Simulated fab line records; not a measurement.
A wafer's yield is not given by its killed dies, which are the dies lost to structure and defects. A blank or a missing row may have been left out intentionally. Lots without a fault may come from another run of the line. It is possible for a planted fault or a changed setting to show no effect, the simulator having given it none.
What tool caused it? + flow gf180mcu + Sampling: 13 lots, 39 wafers, 5 of 602 route steps

WHAT EACH GAUGE READ, for each wafer
GF_VT_IMPLANT_OVL_MEAS_18. Usual: VT_IMPLANT_01_OVL gives 0.1 nm (standard deviation 1.4).
| lot  | measured     | on         | VT_IMPLANT_01_OVL (nm) | flag |
|------|--------------|------------|------------------------|------|
| L660 | day 6 06:31  | overlay-01 | 0.2 2.1 1.0            |      |
| L661 | day 6 11:22  | overlay-01 | -2.7 2.0 -1.3          |      |
| L662 | day 6 16:31  | overlay-02 | 0.8 2.4 0.6            |      |
| L663 | day 7 02:14  | overlay-01 | 1.3 1.2 3.4            |      |
| L664 | day 7 07:10  | overlay-02 | -2.9 0.4 -1.3          |      |
| L665 | day 7 12:17  | overlay-02 | 1.6 0.7 1.4            |      |
| L667 | day 8 01:04  | overlay-02 | 1.2 1.9 0.1            |      |
| L674 | day 10 03:16 | overlay-02 | -0.7 -1.0 -0.7         |      |
| L675 | day 10 04:44 | overlay-02 | 1.1 1.1 -0.6           |      |
| L677 | day 10 23:04 | overlay-02 | -0.2 -0.1 1.9          |      |
| L680 | day 11 20:34 | overlay-01 | -0.8 0.3 2.6           |      |
| L681 | day 11 20:49 | overlay-02 | 1.2 0.0 2.6            |      |
| L683 | day 12 14:38 | overlay-01 | 1.4 1.5 -0.3           |      |

GF_DUAL_GATE_OVL_MEAS_11. Usual: DUAL_GATE_OVL gives 1.5 nm (standard deviation 1.5).
| lot  | measured     | on         | DUAL_GATE_OVL (nm)           | flag |
|------|--------------|------------|------------------------------|------|
| L660 | day 8 08:01  | overlay-02 | 3.6 2.6 4.3                  |      |
| L661 | day 8 13:34  | overlay-02 | 0.6 -0.7 0.2                 |      |
| L662 | day 8 19:55  | overlay-01 | 2.5 0.0 2.2                  |      |
| L663 | day 9 05:31  | overlay-02 | 2.8 1.6 2.6                  |      |
| L664 | day 9 11:17  | overlay-02 | 0.6 -0.1 1.0                 |      |
| L665 | day 9 18:20  | overlay-01 | 0.3 1.3 1.2                  |      |
| L667 | day 10 06:28 | overlay-02 | 1.2 -0.5 0.4                 |      |
| L674 | day 12 12:52 | overlay-01 | 11.5 10.4 10.3 9.1 8.0 8.1   | OFF  |
| L675 | day 12 15:34 | overlay-01 | 12.2 13.5 13.0 9.5 11.5 11.0 | OFF  |
| L677 | day 13 12:13 | overlay-01 | 2.0 -0.7 -1.6                |      |
| L680 | day 14 11:04 | overlay-02 | 1.3 0.1 0.6                  |      |
| L681 | day 14 15:34 | overlay-01 | 2.7 3.9 2.9                  |      |
| L683 | day 15 05:49 | overlay-01 | 2.7 3.7 3.1                  |      |

GF_POLY_GATE_OVL_MEAS_11. Usual: POLY_GATE_OVL gives 7 nm (standard deviation 5.7).
| lot  | measured     | on         | POLY_GATE_OVL (nm) | flag |
|------|--------------|------------|--------------------|------|
| L660 | day 9 04:26  | overlay-02 | 11 -6 5            |      |
| L661 | day 9 10:09  | overlay-01 | 7 18 11            |      |
| L662 | day 9 16:50  | overlay-01 | 14 18 4            |      |
| L663 | day 10 01:26 | overlay-02 | 3 7 4              |      |
| L664 | day 10 06:17 | overlay-01 | 3 4 2              |      |
| L665 | day 10 13:57 | overlay-02 | 16 7 8             |      |
| L667 | day 11 04:29 | overlay-01 | 5 0 -1             |      |
| L674 | day 13 12:41 | overlay-01 | 3 7 2              |      |
| L675 | day 13 15:39 | overlay-02 | 2 3 1              |      |
| L677 | day 14 13:59 | overlay-01 | 1 5 -8             |      |
| L680 | day 15 12:08 | overlay-02 | 9 11 8             |      |
| L681 | day 15 18:08 | overlay-02 | 9 -2 8             |      |
| L683 | day 16 08:00 | overlay-01 | 8 10 8             |      |

WHICH TOOL RAN EACH LOT (tool, then ch and the chambers of the sampled wafers, then the start)
| lot  | GF_VT_IMPLANT_RTA_45             | GF_DUAL_GATE_EXPOSE_08              |
|------|----------------------------------|-------------------------------------|
| L660 | rtp-anneal-01 ch 0, day 7 12:58  | iline-stepper-02 ch 0, day 7 23:40  |
| L661 | rtp-anneal-02 ch 0, day 7 18:56  | iline-stepper-01 ch 0, day 8 05:28  |
| L662 | rtp-anneal-02 ch 0, day 8 00:22  | iline-stepper-02 ch 0, day 8 11:50  |
| L663 | rtp-anneal-01 ch 0, day 8 10:26  | iline-stepper-02 ch 0, day 8 21:05  |
| L664 | rtp-anneal-01 ch 0, day 8 16:22  | iline-stepper-01 ch 0, day 9 03:31  |
| L665 | rtp-anneal-01 ch 0, day 8 21:50  | iline-stepper-02 ch 0, day 9 09:50  |
| L667 | rtp-anneal-02 ch 0, day 9 11:07  | iline-stepper-01 ch 0, day 9 23:04  |
| L674 | rtp-anneal-02 ch 0, day 11 15:47 | iline-stepper-02 ch 0, day 12 02:43 |
| L675 | rtp-anneal-01 ch 0, day 11 17:08 | iline-stepper-02 ch 0, day 12 05:14 |
| L677 | rtp-anneal-02 ch 0, day 12 13:31 | iline-stepper-01 ch 0, day 13 01:43 |
| L680 | rtp-anneal-01 ch 0, day 13 11:28 | iline-stepper-01 ch 0, day 14 00:50 |
| L681 | rtp-anneal-01 ch 0, day 13 13:37 | iline-stepper-01 ch 0, day 14 05:16 |
| L683 | rtp-anneal-02 ch 0, day 14 06:38 | iline-stepper-01 ch 0, day 14 19:19 |
- GF_VT_IMPLANT_RTA_45: time 30 s.
- GF_DUAL_GATE_EXPOSE_08: exposes mask Dualgate, target cd 700 nm.

AS READ BY THE TOOLS THEMSELVES (means over the sampled wafers that have a number; for cases with no such wafer, the mark the record gives instead)
GF_VT_IMPLANT_RTA_45. Usual: lamp-power-pct 38.6 %, standard deviation 0.34; wafer_temp_C_max 1054.1, standard deviation 0.93.
| lot  | tool          | lamp-power-pct (%) | wafer_temp_C_max | flag |
|------|---------------|--------------------|------------------|------|
| L660 | rtp-anneal-01 | 38.3               | 1053.2           |      |
| L661 | rtp-anneal-02 | 39.0               | 1054.4           |      |
| L662 | rtp-anneal-02 | 38.9               | 1054.0           |      |
| L663 | rtp-anneal-01 | 38.3               | 1052.7           |      |
| L664 | rtp-anneal-01 | 38.3               | 1053.2           |      |
| L665 | rtp-anneal-01 | 38.3               | 1053.5           |      |
| L667 | rtp-anneal-02 | 39.0               | 1054.8           |      |
| L674 | rtp-anneal-02 | 39.0               | 1054.4           |      |
| L675 | rtp-anneal-01 | 38.3               | 1053.9           |      |
| L677 | rtp-anneal-02 | 39.0               | 1055.0           |      |
| L680 | rtp-anneal-01 | 38.3               | 1053.5           |      |
| L681 | rtp-anneal-01 | 38.3               | 1053.9           |      |
| L683 | rtp-anneal-02 | 39.0               | 1054.1           |      |

GF_DUAL_GATE_EXPOSE_08. Usual: exposure-dose-mJ-cm2 140.01, standard deviation 0.15.
| lot  | tool             | exposure-dose-mJ-cm2 | flag |
|------|------------------|----------------------|------|
| L660 | iline-stepper-02 | 139.96               |      |
| L661 | iline-stepper-01 | 139.91               |      |
| L662 | iline-stepper-02 | 140.07               |      |
| L663 | iline-stepper-02 | 140.10               |      |
| L664 | iline-stepper-01 | 139.95               |      |
| L665 | iline-stepper-02 | 140.06               |      |
| L667 | iline-stepper-01 | 139.92               |      |
| L674 | iline-stepper-02 | 139.88               |      |
| L675 | iline-stepper-02 | 140.11               |      |
| L677 | iline-stepper-01 | 139.98               |      |
| L680 | iline-stepper-01 | 139.99               |      |
| L681 | iline-stepper-01 | 140.00               |      |
| L683 | iline-stepper-01 | 140.03               |      |

THE ANSWER, worked out from the rows above alone
Rule: a lot is off if the mean of its wafers that have a number lies more than 3 standard deviations from the usual mean. A lot without any number at a reading at which 4 lots or more have one is off too. Where the step has rows for the other lots, those lots are counted as sound. First the gauges in route order, then the tools' own readings, where a lot's mean is used as printed above. The first step at which some lot is off is used, and at that step the reading that is off furthest; a lot without a number counts as furthest.
Off: at GF_DUAL_GATE_OVL_MEAS_11 (DUAL_GATE_OVL), L674, L675.
If a tool, at a process step before that reading, ran all the lots that are off and no sound lot after the first of them, it fits. Gauges at GF_DUAL_GATE_OVL_MEAS_11: tried the same way as those tools. One fits: iline-stepper-02 at GF_DUAL_GATE_EXPOSE_08. Its last sound lot is L665 (day 9 09:50), its first lot that is off L674 (day 12 02:43): a fault that began between those two fits.

WHAT HAD BEEN PUT IN BY THE SIMULATOR
Scanner matching overlay: iline-stepper-02, from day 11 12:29 on, at GF_DUAL_GATE_EXPOSE_08. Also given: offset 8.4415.
Lots struck among those shown: L674, L675. This agrees with what the rule above found.
